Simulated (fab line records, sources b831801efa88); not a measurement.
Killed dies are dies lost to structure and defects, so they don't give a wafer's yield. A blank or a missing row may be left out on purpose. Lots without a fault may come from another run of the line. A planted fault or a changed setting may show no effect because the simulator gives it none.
Which tool did it? | flow sky130 | 14 lots, 40 wafers sampled, at 3 steps of a route of 708

WHAT THE GAUGES READ, wafer by wafer
SKY_SONOS_ONO_CD_MEAS_13: target cd 410 nm.
lot  | measured     | on        | cd_nm (nm)
L966 | day 13 03:38 | cd_sem-02 | 411.1 411.9 412.3
L968 | day 13 15:44 | cd_sem-01 | 410.8 406.9 408.1
L972 | day 15 04:06 | cd_sem-01 | 409.8 412.3
L974 | day 16 01:17 | cd_sem-02 | 408.1 410.0 409.8
L976 | day 16 18:34 | cd_sem-01 | 411.2 411.2
L980 | day 18 09:46 | cd_sem-02 | 412.9 412.7 411.5
L981 | day 19 03:02 | cd_sem-02 | 413.9 416.2 415.8
L982 | day 19 03:22 | cd_sem-02 | 407.6 408.3 408.6
L984 | day 19 11:03 | cd_sem-02 | 410.1 410.6 408.4
L983 | day 19 11:22 | cd_sem-01 | 412.6 411.4 412.3
L985 | day 20 02:14 | cd_sem-02 | 411.6 410.4 411.3
L986 | day 20 03:47 | cd_sem-02 | 406.4 408.5 407.4
L988 | day 20 16:29 | cd_sem-02 | 410.5 413.5 411.8
L989 | day 20 22:57 | cd_sem-02 | 411.6 410.2 412.1

SKY_GATE_OXIDE_TW_MEAS_14.
lot  | measured     | on            | GATE_OXIDE_TW
L966 | day 14 10:06 | film_metro-04 | 227.7 228.3 226.5
L968 | day 14 22:17 | film_metro-03 | 222.2 222.0 222.3
L972 | day 16 12:49 | film_metro-04 | 226.9 228.2
L974 | day 17 10:56 | film_metro-03 | 221.5 222.4 221.2
L976 | day 18 03:32 | film_metro-04 | 228.3 228.3
L980 | day 20 00:07 | film_metro-03 | 222.0 222.6 222.6
L981 | day 20 12:19 | film_metro-01 | 224.4 222.0 223.1
L982 | day 20 13:24 | film_metro-03 | 222.9 221.6 222.4
L984 | day 20 23:02 | film_metro-04 | 228.3 228.5 229.8
L983 | day 20 23:16 | film_metro-03 | 222.3 222.5 223.1
L985 | day 21 11:56 | film_metro-01 | 223.5 222.7 223.8
L986 | day 21 13:42 | film_metro-04 | 227.7 227.1 228.6
L988 | day 22 01:54 | film_metro-04 | 228.5 228.7 228.5
L989 | day 22 09:17 | film_metro-01 | 223.7 224.4 224.6

WHICH TOOL RAN EACH LOT (tool, then ch and the chambers of the sampled wafers, then the start)
lot  | SKY_SONOS_ONO_STRIP_17
L966 | plasma_asher-02 ch 0,1, day 13 03:53
L968 | plasma_asher-02 ch 0,1, day 13 15:59
L972 | plasma_asher-03 ch 0,1, day 15 04:22
L974 | plasma_asher-02 ch 0,1, day 16 01:33
L976 | plasma_asher-03 ch 1, day 16 18:50
L980 | plasma_asher-03 ch 0,1, day 18 10:01
L981 | plasma_asher-02 ch 0,1, day 19 03:19
L982 | plasma_asher-03 ch 0,1, day 19 03:37
L984 | plasma_asher-02 ch 0,1, day 19 11:19
L983 | plasma_asher-03 ch 0,1, day 19 11:37
L985 | plasma_asher-02 ch 0,1, day 20 02:30
L986 | plasma_asher-04 ch 0,1, day 20 04:04
L988 | plasma_asher-03 ch 0,1, day 20 16:44
L989 | plasma_asher-04 ch 1, day 20 23:12
- SKY_SONOS_ONO_STRIP_17: strips in O2/N2.

WHAT THE TOOLS THEMSELVES READ (means of the sampled wafers that have a number; where no wafer has one, the mark that the record gives instead)
SKY_SONOS_ONO_STRIP_17.
lot  | tool            | drypump_motor_current_A (A) | oes_product_au (a.u.) | strip_time_to_endpoint_s (s)
L966 | plasma_asher-02 | 5.2                         | 0.712                 | 14.12
L968 | plasma_asher-02 | 5.7                         | 0.714                 | 14.12
L972 | plasma_asher-03 | 5.9                         | 0.714                 | 14.08
L974 | plasma_asher-02 | 5.2                         | 0.711                 | 14.06
L976 | plasma_asher-03 | 6.2                         | 0.707                 | 14.12
L980 | plasma_asher-03 | 5.8                         | 0.713                 | 14.13
L981 | plasma_asher-02 | 5.2                         | 0.716                 | 14.17
L982 | plasma_asher-03 | 6.0                         | 0.711                 | 14.11
L984 | plasma_asher-02 | 5.2                         | 0.712                 | 14.08
L983 | plasma_asher-03 | 6.0                         | 0.713                 | 14.12
L985 | plasma_asher-02 | 5.2                         | 0.710                 | 14.07
L986 | plasma_asher-04 | 6.1                         | 0.711                 | 14.11
L988 | plasma_asher-03 | 6.0                         | 0.710                 | 14.10
L989 | plasma_asher-04 | 6.5                         | 0.708                 | 14.06

THE ANSWER, worked out from the rows above alone
Rule: what is usual is taken from the lots themselves. Put in order of their means at a reading, lots are off if they are a third of the lots or fewer, leave a main group of 4 or more, and stand apart from it by a gap of 3 or more times the standard deviation of the main group's means; of several such gaps the widest counts. A main group whose means are all the same, to the digits that the tables above print for the reading, isn't used. A lot without any number at a reading at which 4 lots or more have one is off too. The other lots that the step has rows for count as sound. The gauges are gone through in route order, then the tools' own readings, and for those a lot's mean is taken as printed above. The first step at which some lot is off is used, and at that step the reading that is off furthest; a lot without a number counts as furthest.
No lot is off at any reading shown: from this, nothing can be told.

WHAT THE SIMULATOR HAD PUT IN
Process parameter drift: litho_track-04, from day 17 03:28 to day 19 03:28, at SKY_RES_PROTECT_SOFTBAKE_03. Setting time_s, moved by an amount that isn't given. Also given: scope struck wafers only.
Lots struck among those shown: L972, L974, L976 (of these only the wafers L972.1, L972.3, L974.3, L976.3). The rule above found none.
